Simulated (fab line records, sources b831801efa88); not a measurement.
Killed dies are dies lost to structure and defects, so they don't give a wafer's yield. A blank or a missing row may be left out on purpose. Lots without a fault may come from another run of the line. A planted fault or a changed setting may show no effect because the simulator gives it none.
fab line records | flow sky130
record lots=14 wafers=42 last_day=50
route steps=708 shown LI_CONTACT@364 LOCAL_INTERCONNECT@388 CONTACT@417
lots that met no fault: from a run of the same line without faults
start_h: hours from the record's first day to the start of the lot's first wafer shown | wait_h: hours since the lot's step before | " the same as in the row above | L1.1+2: a row that stands for several wafers | - no value, or no start given | * or withheld: withheld | < > ~ a bound
route shown NAME@n: a module of which the file shows steps, and the number in the route of the first | usual: mean/standard deviation of fault-free wafers | same: alike in all rows | chamber/n: place in a boat | sites: the reading at each site | _std_site: their standard deviation | _edge_site: outer sites' mean less inner sites' | radius_mm: how far each site lies from the wafer's centre | mask NAME#n: copy n | behind: the tool/chamber that last shaped the wafer | hold: why the lot was held/for how many hours/how that ended | device: the transistor (n, p or np) that didn't switch | end of line: the same wafers' tests at the end of the route | a step without rows: its recipe alone | killed: dies lost to structure and defects at the first sort, not the wafer's yield | map: a wafer's dies, x killed, . not, _ none there
set.NAME: the setting as run; set.NAME@STEP: as run at that earlier step | model.NAME: the simulator's own value behind a step, which no gauge read
steps of the route over a sample of lots; a table a step, a row a wafer
services: from which hour (start_h, from the record's first day; less than 0 if before it) a tool's chamber was out of use, for how many hours, and why
## steps
# step SKY_LI_CONTACT_CMP_02
# recipe material=PSG down_force_psi=4 platen_rpm=60 pad_velocity_m_s=0.94248
# usual head_pressure_psi=4.000/0.0089 motor_current_A=12.2/0.97 slurry_flow_ml_min=150.0/0.45 time_to_endpoint_s=32.8/2.7
# columns lot.wafer tool chamber start_h wait_h head_pressure_psi motor_current_A slurry_flow_ml_min time_to_endpoint_s
L926.2 cmp-01 3 646.84 0.1 4.011 11.7 150.4 35.0
L926.1 " 0 " " 4.002 11.9 149.9 34.0
L926.5 " 3 " " 3.995 12.2 150.5 31.1
L927.2 cmp-01 1 655.85 0.0 4.013 11.4 150.4 33.6
L927.3 " 3 " " 4.016 12.1 150.3 34.4
L927.5 " 2 " " 4.016 12.5 150.0 35.0
L928.3 cmp-02 0 659.09 0.1 3.992 12.1 150.8 30.9
L928.6 " 2 " " 3.979 11.7 150.4 36.3
L928.5 " 3 " " 3.993 11.2 150.1 35.1
L929.3 cmp-02 3 674.30 0.0 4.000 10.9 150.0 38.4
L929.4 " 1 " " 4.006 14.5 149.4 33.1
L929.5 " 0 " " 4.016 12.1 149.7 33.7
L931.2 cmp-02 0 687.80 0.1 3.987 12.6 149.8 32.5
L931.6 " 2 " " 3.999 12.1 150.2 41.0
L931.5 " 3 " " 4.000 10.7 149.5 37.3
L938.1 cmp-01 1 749.74 0.1 3.993 11.6 150.0 30.5
L938.4 " 2 " " 3.991 12.1 150.2 32.9
L938.5 " 2 " " 4.005 12.9 150.3 31.2
L939.2 cmp-01 2 760.69 0.1 3.982 12.2 150.0 34.0
L939.3 " 3 " " 4.001 11.9 149.9 33.5
L939.6 " 2 " " 3.999 12.3 149.4 33.9
L941.2 cmp-02 2 772.10 0.0 4.010 11.5 149.6 34.5
L941.1 " 0 " " 3.990 12.2 150.2 29.3
L941.5 " 2 " " 3.991 11.2 150.5 37.8
L944.2 cmp-02 2 792.50 0.1 4.001 11.5 151.1 36.5
L944.1 " 3 " " 4.008 10.6 149.9 34.3
L944.6 " 2 " " 3.997 12.1 150.0 34.2
L945.1 cmp-01 3 799.96 0.8 3.996 12.2 149.9 36.7
L945.3 " 1 " " 4.000 12.1 150.6 36.0
L945.6 " 3 " " 4.003 12.3 150.0 31.9
L946.2 cmp-02 1 808.38 0.1 4.008 13.9 150.0 27.6
L946.4 " 2 " " 3.997 11.4 150.5 33.1
L946.6 " 3 " " 4.004 11.2 149.9 34.7
L949.1 cmp-02 2 828.99 0.1 4.004 11.8 149.6 30.6
L949.4 " 3 " " 3.995 11.1 151.4 29.7
L949.5 " 3 " " 4.007 10.9 150.9 30.0
L947.3 cmp-02 0 832.44 0.0 4.000 12.5 149.7 29.1
L947.1 " 1 " " 3.995 13.9 149.7 27.9
L947.6 " 0 " " 4.010 13.4 149.4 28.1
L948.2 cmp-02 3 832.74 0.1 4.009 10.9 149.7 36.4
L948.4 " 1 " " 4.004 13.4 150.3 29.3
L948.1 " 2 " " 4.014 11.9 150.0 34.7
# step SKY_LOCAL_INTERCONNECT_RS_MEAS_01
# recipe thk_meas_gauge=four-point-probe reads=TiN_of_LOCAL_INTERCONNECT_SPUTTER_00
# usual LOCAL_INTERCONNECT_TIN_RS=14.22/0.2
# columns lot.wafer tool chamber start_h wait_h LOCAL_INTERCONNECT_TIN_RS[ohm/sq]
L926.1 film_metro-03 - 677.44 0.0 14.20
L926.2 " - " " 14.31
L926.5 " - " " 14.33
L927.2 film_metro-03 - 685.89 0.1 14.40
L927.3 " - " " 14.22
L927.5 " - " " 14.42
L928.3 film_metro-04 - 688.99 0.1 14.12
L928.5 " - " " 13.89
L928.6 " - " " 13.78
L929.3 film_metro-03 - 704.08 0.1 14.37
L929.4 " - " " 14.27
L929.5 " - " " 14.27
L931.2 film_metro-03 - 717.92 0.1 14.01
L931.5 " - " " 13.93
L931.6 " - " " 14.37
L938.1 film_metro-03 - 779.06 0.0 14.11
L938.4 " - " " 14.09
L938.5 " - " " 14.27
L939.2 film_metro-04 - 789.32 0.1 14.06
L939.3 " - " " 14.13
L939.6 " - " " 14.16
L941.1 film_metro-03 - 800.58 0.0 14.62
L941.2 " - " " 14.64
L941.5 " - " " 14.50
L944.1 film_metro-03 - 820.75 0.0 14.31
L944.2 " - " " 14.13
L944.6 " - " " 14.26
L945.1 film_metro-04 - 827.55 0.0 14.28
L945.3 " - " " 14.28
L945.6 " - " " 14.17
L946.2 film_metro-03 - 835.74 0.1 13.94
L946.4 " - " " 13.98
L946.6 " - " " 13.99
L949.1 film_metro-04 - 856.49 0.0 14.21
L949.4 " - " " 14.32
L949.5 " - " " 14.34
L947.1 film_metro-03 - 860.30 0.0 14.08
L947.3 " - " " 14.35
L947.6 " - " " 14.38
L948.1 film_metro-03 - 860.91 0.0 14.33
L948.2 " - " " 14.47
L948.4 " - " " 14.53
# step SKY_LOCAL_INTERCONNECT_OVL_MEAS_12
# usual LOCAL_INTERCONNECT_OVL=-1/5
# columns lot.wafer tool chamber start_h wait_h LOCAL_INTERCONNECT_OVL[nm]
L926.1 overlay-02 - 705.43 0.1 -4
L926.2 " - " " 0
L926.5 " - " " 0
L927.2 overlay-02 - 714.33 0.1 4
L927.3 " - " " 6
L927.5 " - " " 7
L928.3 overlay-01 - 717.55 0.1 -3
L928.5 " - " " -8
L928.6 " - " " -6
L929.3 overlay-01 - 731.72 0.1 -9
L929.4 " - " " -8
L929.5 " - " " 0
L931.2 overlay-02 - 745.84 0.1 -3
L931.5 " - " " -3
L931.6 " - " " -5
L938.1 overlay-02 - 805.55 0.1 7
L938.4 " - " " 13
L938.5 " - " " 10
L939.2 overlay-02 - 815.26 0.1 -5
L939.3 " - " " -7
L939.6 " - " " -9
L941.1 overlay-02 - 826.85 0.1 -2
L941.2 " - " " -2
L941.5 " - " " 4
L944.1 overlay-01 - 847.18 0.1 -11
L944.2 " - " " -10
L944.6 " - " " -4
L945.1 overlay-02 - 853.98 0.1 -4
L945.3 " - " " -1
L945.6 " - " " -1
L946.2 overlay-01 - 862.44 0.1 -1
L946.4 " - " " 3
L946.6 " - " " -1
L949.1 overlay-01 - 882.63 0.1 -4
L949.4 " - " " -5
L949.5 " - " " 1
L947.1 overlay-01 - 886.78 0.1 -2
L947.3 " - " " 2
L947.6 " - " " 2
L948.1 overlay-01 - 886.95 0.1 4
L948.2 " - " " 5
L948.4 " - " " 6
# step SKY_CONTACT_EXPOSE_11
# recipe mask_id=CTM1 na=0.8 source_shape=annular sigma_inner=0.55 sigma_outer=0.85 target_cd_nm=170 dose_mj=38
# usual exposure_dose_mJ_cm2=38.00/0.035 focus_offset_nm=-0.1/0.55
# columns lot.wafer tool chamber start_h wait_h mask exposure_dose_mJ_cm2 focus_offset_nm
L926.1 krf_scanner-01 0 720.39 - CTM1#0 38.00 -0.3
L926.2 " 0 " " CTM1#0 37.99 -0.4
L926.5 " 0 " " CTM1#0 37.98 0.2
L927.2 krf_scanner-01 0 729.63 - CTM1#0 37.99 -0.5
L927.3 " 0 " " CTM1#0 37.97 -0.4
L927.5 " 0 " " CTM1#0 37.99 0.7
L928.3 krf_scanner-02 0 733.35 - CTM1#0 38.00 -0.3
L928.5 " 0 " " CTM1#0 38.09 -0.4
L928.6 " 0 " " CTM1#0 38.01 -0.5
L929.3 krf_scanner-01 0 746.63 - CTM1#0 38.00 -0.1
L929.4 " 0 " " CTM1#0 38.02 -0.2
L929.5 " 0 " " CTM1#0 38.06 -0.1
L931.2 krf_scanner-02 0 760.35 - CTM1#0 38.05 -0.9
L931.5 " 0 " " CTM1#0 37.97 0.1
L931.6 " 0 " " CTM1#0 38.01 0.0
L938.1 krf_scanner-01 - 820.52 - CTM1#0 - -
L938.4 " - " " CTM1#0 - -
L938.5 " - " " CTM1#0 - -
L939.2 krf_scanner-01 - 829.33 - CTM1#0 - -
L939.3 " - " " CTM1#0 - -
L939.6 " - " " CTM1#0 - -
L941.1 krf_scanner-02 0 841.23 - CTM1#0 37.98 0.8
L941.2 " 0 " " CTM1#0 38.00 0.3
L941.5 " 0 " " CTM1#0 38.02 -0.5
L944.1 krf_scanner-01 0 861.79 - CTM1#0 38.01 0.1
L944.2 " 0 " " CTM1#0 37.95 -1.1
L944.6 " 0 " " CTM1#0 38.01 0.4
L945.1 krf_scanner-02 0 868.19 - CTM1#0 38.00 -0.2
L945.3 " 0 " " CTM1#0 38.04 -0.4
L945.6 " 0 " " CTM1#0 37.99 -0.1
L946.2 krf_scanner-02 0 877.55 - CTM1#0 38.00 -0.5
L946.4 " 0 " " CTM1#0 38.04 -0.2
L946.6 " 0 " " CTM1#0 37.97 -0.3
L949.1 krf_scanner-01 0 897.06 - CTM1#0 37.98 -0.2
L949.4 " 0 " " CTM1#0 37.96 -0.5
L949.5 " 0 " " CTM1#0 37.97 -0.4
L947.1 krf_scanner-02 0 901.54 - CTM1#0 38.02 -0.9
L947.3 " 0 " " CTM1#0 38.00 -0.1
L947.6 " 0 " " CTM1#0 37.97 -1.0
L948.1 krf_scanner-01 0 901.99 - CTM1#0 37.93 1.0
L948.2 " 0 " " CTM1#0 38.00 0.3
L948.4 " 0 " " CTM1#0 37.97 1.0
## services
# columns tool chamber start_h hours kind
krf_scanner-01 - 627.53 0.8 pm
krf_scanner-02 - 630.99 0.7 repair
krf_scanner-02 - 635.32 1.0 pm
cmp-01 - 650.41 0.8 repair
krf_scanner-02 - 652.97 0.8 repair
cmp-01 - 659.87 1.1 repair
krf_scanner-01 - 664.97 1.3 pm
cmp-02 - 678.73 5.1 repair
krf_scanner-02 - 688.14 1.3 pm
cmp-02 - 701.62 5.2 repair
krf_scanner-01 - 707.22 1.0 pm
krf_scanner-02 - 734.38 3.6 pm
cmp-02 - 744.14 4.0 pm
krf_scanner-02 - 750.08 0.8 pm
cmp-02 - 794.59 6.5 pm
krf_scanner-02 - 795.65 4.0 pm
krf_scanner-01 - 799.67 0.8 pm
krf_scanner-02 - 804.32 1.0 pm
krf_scanner-01 - 838.01 3.6 pm
krf_scanner-01 - 841.57 1.3 pm
krf_scanner-01 - 852.30 7.2 pm
krf_scanner-02 - 864.04 1.3 pm
krf_scanner-01 - 876.11 4.0 pm
krf_scanner-01 - 880.13 1.0 pm
## key
first_sign step=SKY_CONTACT_EXPOSE_11 reading=tool_record direction=missing
effect none on later readings
met_at SKY_CONTACT_EXPOSE_11
struck_lots L938,L939
later_rows_left_out L938.1,L938.4,L938.5,L939.2,L939.3,L939.6
sort_left_out L938.1,L938.4,L938.5,L939.2,L939.3,L939.6
tester_left_out L938,L939
not_acting_at SKY_LI_CONTACT_CMP_02,SKY_LOCAL_INTERCONNECT_RS_MEAS_01,SKY_LOCAL_INTERCONNECT_OVL_MEAS_12
onset_between 746.63 820.52
fault kind=skipped_step_whole tool=krf_scanner-01 chamber=- onset_h=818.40 steps=SKY_CONTACT_EXPOSE_11 scope=struck_lots_only
# tester_left_out: of these lots the tester's yield and bins aren't shown, on N5 and GAA mostly nor the transistor test; their killed dies are dies lost to structure and defects alone, not to doping, threshold or leakage, so they don't give the yield
# sort_left_out: the simulated sort isn't trusted on such a fault, so these wafers' sort isn't shown, and their yield isn't known
# later_rows_left_out: the simulator's readings of these wafers behind a module that went badly wrong aren't trusted and aren't shown, but for the sort
